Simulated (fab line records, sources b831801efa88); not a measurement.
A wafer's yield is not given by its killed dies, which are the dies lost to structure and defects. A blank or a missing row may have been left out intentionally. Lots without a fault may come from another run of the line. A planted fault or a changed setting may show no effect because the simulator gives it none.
Which tool was responsible? / flow gf180mcu / 12 lots, 36 wafers sampled, at 5 steps of a route of 602

== WHAT THE GAUGES READ, wafer by wafer ==
GF_HV_LDD_CD_MEAS_31: the cd target is 400 nm.
lot=L881; measured=day 11 09:26; on=cd_sem-01; cd_nm (nm)=399.9 400.5 401.3
lot=L883; measured=day 12 04:42; on=cd_sem-01; cd_nm (nm)=398.4 399.3 396.9
lot=L884; measured=day 12 10:51; on=cd_sem-01; cd_nm (nm)=397.1 398.7 398.5
lot=L885; measured=day 12 17:10; on=cd_sem-02; cd_nm (nm)=403.2 401.9 403.3
lot=L888; measured=day 13 19:37; on=cd_sem-02; cd_nm (nm)=397.9 400.9 401.0
lot=L889; measured=day 14 04:17; on=cd_sem-01; cd_nm (nm)=399.2 399.0 401.8
lot=L898; measured=day 17 06:49; on=cd_sem-02; cd_nm (nm)=397.1 396.9 396.9
lot=L899; measured=day 17 11:19; on=cd_sem-02; cd_nm (nm)=402.3 400.8 401.2
lot=L900; measured=day 17 21:35; on=cd_sem-02; cd_nm (nm)=398.2 401.5 399.3
lot=L901; measured=day 18 03:58; on=cd_sem-01; cd_nm (nm)=399.5 399.2 399.1
lot=L902; measured=day 18 10:25; on=cd_sem-02; cd_nm (nm)=400.7 400.8 400.0
lot=L904; measured=day 19 03:23; on=cd_sem-01; cd_nm (nm)=395.7 397.9 397.1

GF_PSD_RS_MEAS_14: measurement is done with a four-point probe.
lot=L881; measured=day 14 01:01; on=film_metro-01; NSD_RS (ohm/sq)=46.07 46.07 46.01
lot=L883; measured=day 14 21:58; on=film_metro-03; NSD_RS (ohm/sq)=46.13 46.26 46.09
lot=L884; measured=day 15 06:11; on=film_metro-03; NSD_RS (ohm/sq)=46.24 46.26 46.03
lot=L885; measured=day 15 13:02; on=film_metro-04; NSD_RS (ohm/sq)=46.06 46.14 46.05
lot=L888; measured=day 16 16:31; on=film_metro-04; NSD_RS (ohm/sq)=42.57 42.54 42.49
lot=L889; measured=day 17 02:09; on=film_metro-04; NSD_RS (ohm/sq)=42.64 42.63 42.52
lot=L898; measured=day 20 10:55; on=film_metro-01; NSD_RS (ohm/sq)=46.16 46.14 46.18
lot=L899; measured=day 20 15:54; on=film_metro-01; NSD_RS (ohm/sq)=46.04 46.13 46.17
lot=L900; measured=day 21 02:29; on=film_metro-04; NSD_RS (ohm/sq)=46.01 46.01 46.11
lot=L901; measured=day 21 09:31; on=film_metro-01; NSD_RS (ohm/sq)=46.18 46.20 46.17
lot=L902; measured=day 21 15:36; on=film_metro-04; NSD_RS (ohm/sq)=46.12 46.29 46.22
lot=L904; measured=day 22 09:09; on=film_metro-04; NSD_RS (ohm/sq)=46.10 46.19 46.07

GF_PSD_RS_MEAS_15: measurement is done with a four-point probe.
lot=L881; measured=day 14 01:08; on=film_metro-01; PSD_RS (ohm/sq)=108.56 108.56 108.57
lot=L883; measured=day 14 22:05; on=film_metro-03; PSD_RS (ohm/sq)=108.38 108.55 108.40
lot=L884; measured=day 15 06:19; on=film_metro-03; PSD_RS (ohm/sq)=109.11 109.15 108.84
lot=L885; measured=day 15 13:09; on=film_metro-04; PSD_RS (ohm/sq)=108.09 108.13 107.94
lot=L888; measured=day 16 16:38; on=film_metro-04; PSD_RS (ohm/sq)=98.69 98.67 98.67
lot=L889; measured=day 17 02:16; on=film_metro-04; PSD_RS (ohm/sq)=98.69 98.66 98.69
lot=L898; measured=day 20 11:02; on=film_metro-01; PSD_RS (ohm/sq)=108.62 109.14 108.83
lot=L899; measured=day 20 16:01; on=film_metro-01; PSD_RS (ohm/sq)=108.88 108.50 108.86
lot=L900; measured=day 21 02:37; on=film_metro-04; PSD_RS (ohm/sq)=108.13 108.42 108.24
lot=L901; measured=day 21 09:38; on=film_metro-01; PSD_RS (ohm/sq)=108.52 108.86 108.89
lot=L902; measured=day 21 15:43; on=film_metro-04; PSD_RS (ohm/sq)=108.69 108.93 109.13
lot=L904; measured=day 22 09:16; on=film_metro-04; PSD_RS (ohm/sq)=108.30 108.82 108.83

== TOOL THAT RAN EACH LOT (tool first, then ch and the chambers of the sampled wafers, then the start) ==
lot=L881; GF_HV_LDD_ETCHBACK_58=rie_diel-04 ch 0, day 12 08:20; GF_PSD_RTA_13=rtp_anneal-02 ch 0, day 14 00:56
lot=L883; GF_HV_LDD_ETCHBACK_58=rie_diel-01 ch 0,2,3, day 13 04:05; GF_PSD_RTA_13=rtp_anneal-02 ch 0, day 14 21:53
lot=L884; GF_HV_LDD_ETCHBACK_58=rie_diel-04 ch 0,1,3, day 13 10:59; GF_PSD_RTA_13=rtp_anneal-02 ch 0, day 15 06:07
lot=L885; GF_HV_LDD_ETCHBACK_58=rie_diel-03 ch 1,2,3, day 13 18:19; GF_PSD_RTA_13=rtp_anneal-01 ch 0, day 15 12:57
lot=L888; GF_HV_LDD_ETCHBACK_58=rie_diel-03 ch 1,2,3, day 14 20:26; GF_PSD_RTA_13=rtp_anneal-02 ch 0, day 16 16:26
lot=L889; GF_HV_LDD_ETCHBACK_58=rie_diel-03 ch 2,3, day 15 05:07; GF_PSD_RTA_13=rtp_anneal-02 ch 0, day 17 02:04
lot=L898; GF_HV_LDD_ETCHBACK_58=rie_diel-03 ch 0,1, day 18 10:39; GF_PSD_RTA_13=rtp_anneal-02 ch 0, day 20 10:50
lot=L899; GF_HV_LDD_ETCHBACK_58=rie_diel-01 ch 0,1,2, day 18 14:56; GF_PSD_RTA_13=rtp_anneal-02 ch 0, day 20 15:48
lot=L900; GF_HV_LDD_ETCHBACK_58=rie_diel-04 ch 0,2, day 19 01:04; GF_PSD_RTA_13=rtp_anneal-02 ch 0, day 21 02:25
lot=L901; GF_HV_LDD_ETCHBACK_58=rie_diel-04 ch 2,3, day 19 08:08; GF_PSD_RTA_13=rtp_anneal-02 ch 0, day 21 09:26
lot=L902; GF_HV_LDD_ETCHBACK_58=rie_diel-01 ch 0,1, day 19 14:05; GF_PSD_RTA_13=rtp_anneal-02 ch 0, day 21 15:31
lot=L904; GF_HV_LDD_ETCHBACK_58=rie_diel-03 ch 0,1,2, day 20 07:58; GF_PSD_RTA_13=rtp_anneal-01 ch 0, day 22 09:04
- GF_HV_LDD_ETCHBACK_58: etches Si3N4 in CH3F/O2, stops on SiO2, time 100 s, target depth 90 nm.
- GF_PSD_RTA_13: time 20 s.

== AS READ BY THE TOOLS THEMSELVES (means over the sampled wafers that have a number; for cases with no such wafer, the mark the record gives instead) ==
GF_HV_LDD_ETCHBACK_58.
lot=L881; tool=rie_diel-04; O2_flow_sccm (sccm)=29.91; drypump_motor_current_A (A)=5.3; oes_product_au (a.u.)=0.853; throttle_valve_pct (%)=10.552
lot=L883; tool=rie_diel-01; O2_flow_sccm (sccm)=30.01; drypump_motor_current_A (A)=6.1; oes_product_au (a.u.)=0.847; throttle_valve_pct (%)=10.560
lot=L884; tool=rie_diel-04; O2_flow_sccm (sccm)=30.10; drypump_motor_current_A (A)=5.7; oes_product_au (a.u.)=0.844; throttle_valve_pct (%)=10.560
lot=L885; tool=rie_diel-03; O2_flow_sccm (sccm)=29.97; drypump_motor_current_A (A)=6.6; oes_product_au (a.u.)=0.841; throttle_valve_pct (%)=10.561
lot=L888; tool=rie_diel-03; O2_flow_sccm (sccm)=29.91; drypump_motor_current_A (A)=6.6; oes_product_au (a.u.)=0.843; throttle_valve_pct (%)=10.570
lot=L889; tool=rie_diel-03; O2_flow_sccm (sccm)=30.08; drypump_motor_current_A (A)=6.6; oes_product_au (a.u.)=0.847; throttle_valve_pct (%)=10.562
lot=L898; tool=rie_diel-03; O2_flow_sccm (sccm)=30.06; drypump_motor_current_A (A)=6.6; oes_product_au (a.u.)=0.829; throttle_valve_pct (%)=10.555
lot=L899; tool=rie_diel-01; O2_flow_sccm (sccm)=30.03; drypump_motor_current_A (A)=5.7; oes_product_au (a.u.)=0.838; throttle_valve_pct (%)=10.557
lot=L900; tool=rie_diel-04; O2_flow_sccm (sccm)=30.03; drypump_motor_current_A (A)=5.7; oes_product_au (a.u.)=0.843; throttle_valve_pct (%)=10.565
lot=L901; tool=rie_diel-04; O2_flow_sccm (sccm)=29.93; drypump_motor_current_A (A)=5.7; oes_product_au (a.u.)=0.833; throttle_valve_pct (%)=10.562
lot=L902; tool=rie_diel-01; O2_flow_sccm (sccm)=29.98; drypump_motor_current_A (A)=5.4; oes_product_au (a.u.)=0.842; throttle_valve_pct (%)=10.564
lot=L904; tool=rie_diel-03; O2_flow_sccm (sccm)=29.96; drypump_motor_current_A (A)=6.7; oes_product_au (a.u.)=0.834; throttle_valve_pct (%)=10.560

GF_PSD_RTA_13.
lot=L881; tool=rtp_anneal-02; lamp_power_pct (%)=34.6; wafer_temp_C_max=1029.8
lot=L883; tool=rtp_anneal-02; lamp_power_pct (%)=34.6; wafer_temp_C_max=1030.4
lot=L884; tool=rtp_anneal-02; lamp_power_pct (%)=34.6; wafer_temp_C_max=1030.3
lot=L885; tool=rtp_anneal-01; lamp_power_pct (%)=40.7; wafer_temp_C_max=1029.6
lot=L888; tool=rtp_anneal-02; lamp_power_pct (%)=34.6; wafer_temp_C_max=1030.3
lot=L889; tool=rtp_anneal-02; lamp_power_pct (%)=34.6; wafer_temp_C_max=1030.4
lot=L898; tool=rtp_anneal-02; lamp_power_pct (%)=34.6; wafer_temp_C_max=1029.2
lot=L899; tool=rtp_anneal-02; lamp_power_pct (%)=34.6; wafer_temp_C_max=1030.8
lot=L900; tool=rtp_anneal-02; lamp_power_pct (%)=34.6; wafer_temp_C_max=1031.1
lot=L901; tool=rtp_anneal-02; lamp_power_pct (%)=34.6; wafer_temp_C_max=1030.9
lot=L902; tool=rtp_anneal-02; lamp_power_pct (%)=34.6; wafer_temp_C_max=1030.1
lot=L904; tool=rtp_anneal-01; lamp_power_pct (%)=40.6; wafer_temp_C_max=1029.9

== THE ANSWER, worked out from the rows above alone ==
Rule: the lots themselves supply what counts as usual. Put in order of their means at a reading, lots are off if they are a third of the lots or fewer, leave a main group of 4 or more, and stand apart from it by a gap of 3 or more times the standard deviation of the main group's means; of several such gaps the widest counts. A main group is skipped when, at the precision printed for the reading in the tables above, its means are all equal. Also off: a lot with no number at a reading for which 4 or more lots have one. The other lots that the step has rows for count as sound. First the gauges in route order, then the tools' own readings, where a lot's mean is used as printed above. The first step at which some lot is off is used, and at that step the reading that is off furthest; a lot without a number counts as furthest.
Off: L888, L889, at GF_PSD_RS_MEAS_14 (NSD_RS). The main group: mean 46.13 ohm/sq, standard deviation 0.054.
A tool fits if, at a process step before that reading, it ran every lot that is off, and no sound lot after the first of them. Gauges at GF_PSD_RS_MEAS_14: tried the same way as those tools. No candidate that was tried fits.

== WHAT THE SIMULATOR HAD PUT IN ==
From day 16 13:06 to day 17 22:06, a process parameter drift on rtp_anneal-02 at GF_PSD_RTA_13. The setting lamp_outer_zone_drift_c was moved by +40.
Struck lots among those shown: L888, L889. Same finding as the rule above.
